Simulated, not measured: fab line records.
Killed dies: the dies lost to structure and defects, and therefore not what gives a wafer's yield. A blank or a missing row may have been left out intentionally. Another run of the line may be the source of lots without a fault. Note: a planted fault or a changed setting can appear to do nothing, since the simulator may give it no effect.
The tool behind it: which one? | flow gf180mcu | 13 lots, 39 wafers sampled, at 2 steps of a route of 602

== WHAT EACH GAUGE READ, for each wafer ==
GF_VT_IMPLANT_RS_MEAS_47: uses a four-point probe to measure. Usual: for NWELL_RS the level is 487.7 ohm/sq and the standard deviation is 1.4.
lot  | measured     | on            | NWELL_RS (ohm/sq) | flag
L614 | day 8 00:46  | film-metro-04 | 487.8 487.1 486.8 |
L615 | day 8 01:18  | film-metro-01 | 489.3 489.3 488.6 |
L616 | day 8 09:21  | film-metro-04 | 485.8 484.8 485.3 |
L617 | day 8 15:43  | film-metro-04 | 486.8 486.7 487.3 |
L618 | day 8 19:39  | film-metro-01 | 487.8 486.9 488.8 |
L619 | day 8 23:35  | film-metro-02 | 485.9 485.2 486.8 |
L622 | day 9 22:13  | film-metro-02 | 488.7 486.4 488.0 |
L627 | day 11 10:08 | film-metro-02 | 537.4 538.1 537.1 | OFF
L628 | day 11 15:17 | film-metro-01 | 542.2 540.6 539.9 | OFF
L631 | day 12 06:03 | film-metro-01 | 488.0 489.4 489.3 |
L633 | day 12 23:28 | film-metro-01 | 490.4 489.8 490.2 |
L634 | day 13 05:18 | film-metro-02 | 488.2 487.8 489.0 |
L635 | day 13 12:27 | film-metro-04 | 486.1 486.6 485.8 |

== EACH LOT AND THE TOOL THAT RAN IT (in order: tool; ch and the chambers of the sampled wafers; start) ==
lot  | GF_NWELL_IMPLANT_09
L614 | implanter-01 ch 0, day 3 16:28
L615 | implanter-02 ch 0, day 3 16:30
L616 | implanter-02 ch 0, day 4 00:17
L617 | implanter-02 ch 0, day 4 06:08
L618 | implanter-02 ch 0, day 4 08:24
L619 | implanter-01 ch 0, day 4 11:57
L622 | implanter-02 ch 0, day 5 05:28
L627 | implanter-02 ch 0, day 6 10:58
L628 | implanter-02 ch 0, day 6 16:04
L631 | implanter-01 ch 0, day 7 04:21
L633 | implanter-04 ch 0, day 7 15:26
L634 | implanter-01 ch 0, day 7 21:01
L635 | implanter-01 ch 0, day 8 01:54
- GF_NWELL_IMPLANT_09

== WHAT THE TOOLS THEMSELVES READ (means of the sampled wafers that have a number; where no wafer has one, the mark that the record gives instead) ==
GF_NWELL_IMPLANT_09. Usual: dose-ions-cm2 4e+12, standard deviation 4.1e+09; faraday-current-uA 22.6, standard deviation 0.44.
lot  | tool         | dose-ions-cm2 | faraday-current-uA | flag
L614 | implanter-01 | 4e+12         | 22.2               |
L615 | implanter-02 | 4e+12         | 22.7               |
L616 | implanter-02 | 4e+12         | 22.3               |
L617 | implanter-02 | 4e+12         | 22.5               |
L618 | implanter-02 | 4e+12         | 22.2               |
L619 | implanter-01 | 4e+12         | 23.2               |
L622 | implanter-02 | 4e+12         | 22.4               |
L627 | implanter-02 | 2e+12         | 9.6                | OFF
L628 | implanter-02 | 2e+12         | 9.6                | OFF
L631 | implanter-01 | 4e+12         | 22.8               |
L633 | implanter-04 | 4e+12         | 22.5               |
L634 | implanter-01 | 4e+12         | 22.6               |
L635 | implanter-01 | 4e+12         | 22.7               |

== THE ANSWER, worked out from the rows above alone ==
Rule: a lot counts as off when the mean over its wafers that have a number is more than 3 standard deviations away from the usual mean. Also off: a lot with no number at a reading for which 4 or more lots have one. All remaining lots with rows at the step are treated as sound. After the gauges, taken in route order, come the tools' own readings; for these a lot's mean is taken, as printed above. At the first step where some lot is off, the reading lying furthest off is the one used; lots without a number count as furthest.
Off: L627, L628, at GF_VT_IMPLANT_RS_MEAS_47 (NWELL_RS).
A tool fits if, at a process step before that reading, it ran every lot that is off, and no sound lot after the first of them. The gauges at GF_VT_IMPLANT_RS_MEAS_47 aren't tried: what is off there is off at GF_NWELL_IMPLANT_09 too, on other tools, and a gauge's error can't cause that. One candidate fits, namely implanter-02 at GF_NWELL_IMPLANT_09. A fault onset in the window from L622 (day 5 05:28, its last sound lot) to L627 (day 6 10:58, its first lot off) fits.
The tool's own readings at GF_NWELL_IMPLANT_09 bear it out: on the lots that are off they differ by more than 5 times the standard deviation of the sound lots' means. dose-ions-cm2 reads 2e+12 there against 4e+12 on the sound lots; faraday-current-uA reads 9.6 there against 22.6 on the sound lots.

== WHAT THE SIMULATOR HAD PUT IN ==
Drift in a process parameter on implanter-02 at GF_NWELL_IMPLANT_09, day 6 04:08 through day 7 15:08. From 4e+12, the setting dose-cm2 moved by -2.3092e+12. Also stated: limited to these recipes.
Struck lots among those shown: L627, L628. The rule given above showed the same thing.
